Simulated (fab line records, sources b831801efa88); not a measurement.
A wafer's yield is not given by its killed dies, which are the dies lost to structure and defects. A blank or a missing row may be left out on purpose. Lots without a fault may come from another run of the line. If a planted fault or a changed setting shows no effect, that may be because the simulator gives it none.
Chamber matching || flow sky130 || cmp-01 running SKY_LI_CONTACT_CMP_02: 4 sister chambers
The step polishes PSG. 4 wafers are shown with their chamber, then 7 later ones without.

## WAFERS, EACH WITH ITS CHAMBER
{"wafer": "L610.1", "chamber": 3, "motor-current-A (A)": 11.1}
{"wafer": "L614.5", "chamber": 0, "motor-current-A (A)": 11.5}
{"wafer": "L619.3", "chamber": 2, "motor-current-A (A)": 11.1}
{"wafer": "L619.5", "chamber": 1, "motor-current-A (A)": 12.4}

## WAFERS WITHOUT THEIR CHAMBER
{"wafer": "L619.6", "motor-current-A (A)": 10.6}
{"wafer": "L620.3", "motor-current-A (A)": 10.4}
{"wafer": "L620.5", "motor-current-A (A)": 12.3}
{"wafer": "L620.6", "motor-current-A (A)": 11.0}
{"wafer": "L625.1", "motor-current-A (A)": 12.2}
{"wafer": "L625.4", "motor-current-A (A)": 11.0}
{"wafer": "L625.5", "motor-current-A (A)": 11.4}

## CHAMBER TAKEN BY EACH
{"wafer": "L619.6", "from the rows above": "can't be placed: 2 or 3 or 0", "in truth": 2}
{"wafer": "L620.3", "from the rows above": "can't be placed: 2 or 3 or 0", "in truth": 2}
{"wafer": "L620.5", "from the rows above": 1, "in truth": 1}
{"wafer": "L620.6", "from the rows above": "can't be placed: 2 or 3 or 0", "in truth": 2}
{"wafer": "L625.1", "from the rows above": "can't be placed: 1 or 0", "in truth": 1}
{"wafer": "L625.4", "from the rows above": "can't be placed: 2 or 3 or 0", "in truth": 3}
{"wafer": "L625.5", "from the rows above": "can't be placed: 0 or 2 or 3", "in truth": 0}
Correctly placed: 1 of 7. These rows do not allow placing 6 (true chamber among the candidates in 6). Wrongly placed: 0.
How it was worked out, from the rows above alone: a wafer's distance from a chamber is the root of the sum, over the readings, of the square of ((its reading less the chamber's mean) divided by the reading's scatter). If the next closest chamber is less than 2 further off than the closest, the wafer can't be placed; otherwise it belongs to the closest. For every chamber, the mean is computed from those of its wafers that are shown. The scatter (one wafer shown for each chamber): square how far every hidden wafer sits from the nearest shown wafer, average those squares and take the square root.
